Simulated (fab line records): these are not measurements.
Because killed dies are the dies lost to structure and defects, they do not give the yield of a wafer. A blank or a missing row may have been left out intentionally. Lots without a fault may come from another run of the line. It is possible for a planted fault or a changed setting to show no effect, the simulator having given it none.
Which tool was responsible? ; flow gf180mcu ; 15 lots, 45 wafers sampled, at 3 steps of a route of 602

== WHAT EACH GAUGE READ, for each wafer ==
GF_MIM_RS_MEAS_10: measurement is done with a four-point probe.
lot;measured;on;MIM_ALCU_RS (ohm/sq)
L979;day 24 16:39;film-metro-03;0.1595 0.1604 0.1612
L978;day 24 19:27;film-metro-04;0.1581 0.1586 0.1587
L980;day 25 03:35;film-metro-03;0.1603 0.1627 0.1607
L981;day 25 18:45;film-metro-04;0.1569 0.1575 0.1572
L982;day 26 00:33;film-metro-01;0.1620 0.1602 0.1599
L983;day 26 03:01;film-metro-01;0.1621 0.1618 0.1623
L984;day 26 12:20;film-metro-01;0.1624 0.1607 0.1596
L985;day 26 21:15;film-metro-01;0.1592 0.1591 0.1581
L989;day 27 23:57;film-metro-01;0.1590 0.1614 0.1611
L993;day 29 04:32;film-metro-03;0.1607 0.1599 0.1599
L997;day 30 13:42;film-metro-03;0.1633 0.1621 0.1619
L998;day 30 15:55;film-metro-01;0.1624 0.1611 0.1589
L999;day 30 20:05;film-metro-04;0.1597 0.1601 0.1612
L100;day 31 01:52;film-metro-04;0.1604 0.1615 0.1623
L101;day 31 12:10;film-metro-01;0.1596 0.1608 0.1620

== TOOL THAT RAN EACH LOT (tool first, then ch and the chambers of the sampled wafers, then the start) ==
lot;GF_V4_SPUTTER_21;GF_MIM_SPUTTER_02
L979;pvd-sputter-03, day 24 15:31;pvd-sputter-02, day 24 16:19
L978;pvd-sputter-01, day 24 18:19;pvd-sputter-02, day 24 19:09
L980;pvd-sputter-04, day 25 02:29;pvd-sputter-02, day 25 03:19
L981;pvd-sputter-04, day 25 17:38;pvd-sputter-01, day 25 18:28
L982;pvd-sputter-04, day 25 23:27;pvd-sputter-02, day 26 00:16
L983;pvd-sputter-04, day 26 01:47;pvd-sputter-01, day 26 02:43
L984;pvd-sputter-03, day 26 11:11;pvd-sputter-03, day 26 12:01
L985;pvd-sputter-01, day 26 20:08;pvd-sputter-01, day 26 20:58
L989;pvd-sputter-01, day 27 22:46;pvd-sputter-01, day 27 23:37
L993;pvd-sputter-01, day 29 03:26;pvd-sputter-03, day 29 04:16
L997;pvd-sputter-01, day 30 12:36;pvd-sputter-01, day 30 13:25
L998;pvd-sputter-04, day 30 14:47;pvd-sputter-02, day 30 15:37
L999;pvd-sputter-04, day 30 18:59;pvd-sputter-03, day 30 19:49
L100;pvd-sputter-04, day 31 00:42;pvd-sputter-02, day 31 01:32
L101;pvd-sputter-04, day 31 11:00;pvd-sputter-01, day 31 11:50
- GF_V4_SPUTTER_21: material Ti, target thk 15 nm, time 80.02 s.
- GF_MIM_SPUTTER_02: material AlCu, target thk 450 nm, time 23.9 s.

== WHAT THE TOOLS THEMSELVES READ (means of the sampled wafers that have a number; where no wafer has one, the mark that the record gives instead) ==
GF_V4_SPUTTER_21.
lot;tool;cathode-dc-power-W (W);chamber-pressure-pa (Pa);throttle-valve-pct (%)
L979;pvd-sputter-03;2500.3;5.002;30.8
L978;pvd-sputter-01;2500.3;5.002;30.3
L980;pvd-sputter-04;2499.9;5.007;30.1
L981;pvd-sputter-04;2500.3;4.995;30.1
L982;pvd-sputter-04;2500.4;5.002;30.5
L983;pvd-sputter-04;2500.0;4.996;30.7
L984;pvd-sputter-03;2500.0;4.997;30.9
L985;pvd-sputter-01;2500.0;5.001;29.6
L989;pvd-sputter-01;2499.7;4.985;30.3
L993;pvd-sputter-01;2499.9;4.995;29.2
L997;pvd-sputter-01;2500.1;5.004;30.0
L998;pvd-sputter-04;2500.2;4.989;30.2
L999;pvd-sputter-04;2500.1;5.001;30.0
L100;pvd-sputter-04;2500.1;5.001;30.0
L101;pvd-sputter-04;2499.6;4.996;30.6

GF_MIM_SPUTTER_02.
lot;tool;cathode-dc-power-W (W);chamber-pressure-pa (Pa);throttle-valve-pct (%)
L979;pvd-sputter-02;10601;0.4000;30.1
L978;pvd-sputter-02;10600;0.4008;30.4
L980;pvd-sputter-02;10600;0.4006;30.0
L981;pvd-sputter-01;10601;0.4002;30.1
L982;pvd-sputter-02;10600;0.3996;30.1
L983;pvd-sputter-01;10600;0.4006;30.3
L984;pvd-sputter-03;10598;0.4003;31.0
L985;pvd-sputter-01;10600;0.4004;29.4
L989;pvd-sputter-01;10598;0.4000;30.0
L993;pvd-sputter-03;10601;0.4001;31.5
L997;pvd-sputter-01;10599;0.4002;30.0
L998;pvd-sputter-02;10602;0.3999;29.9
L999;pvd-sputter-03;10601;0.4010;30.8
L100;pvd-sputter-02;10603;0.3993;29.8
L101;pvd-sputter-01;10602;0.4002;29.6

== THE ANSWER, worked out from the rows above alone ==
Rule: usual is defined by the lots themselves. Put in order of their means at a reading, lots are off if they are a third of the lots or fewer, leave a main group of 4 or more, and stand apart from it by a gap of 3 or more times the standard deviation of the main group's means; of several such gaps the widest counts. Not used: any main group whose means are identical at the precision the tables above print for the reading. A lot without any number at a reading at which 4 lots or more have one is off too. Where the step has rows for the other lots, those lots are counted as sound. First the gauges in route order, then the tools' own readings, where a lot's mean is used as printed above. At the first step where some lot is off, the reading lying furthest off is the one used; lots without a number count as furthest.
No lot is off on any of the readings shown, so nothing can be concluded from this.

== WHAT THE SIMULATOR HAD INSERTED ==
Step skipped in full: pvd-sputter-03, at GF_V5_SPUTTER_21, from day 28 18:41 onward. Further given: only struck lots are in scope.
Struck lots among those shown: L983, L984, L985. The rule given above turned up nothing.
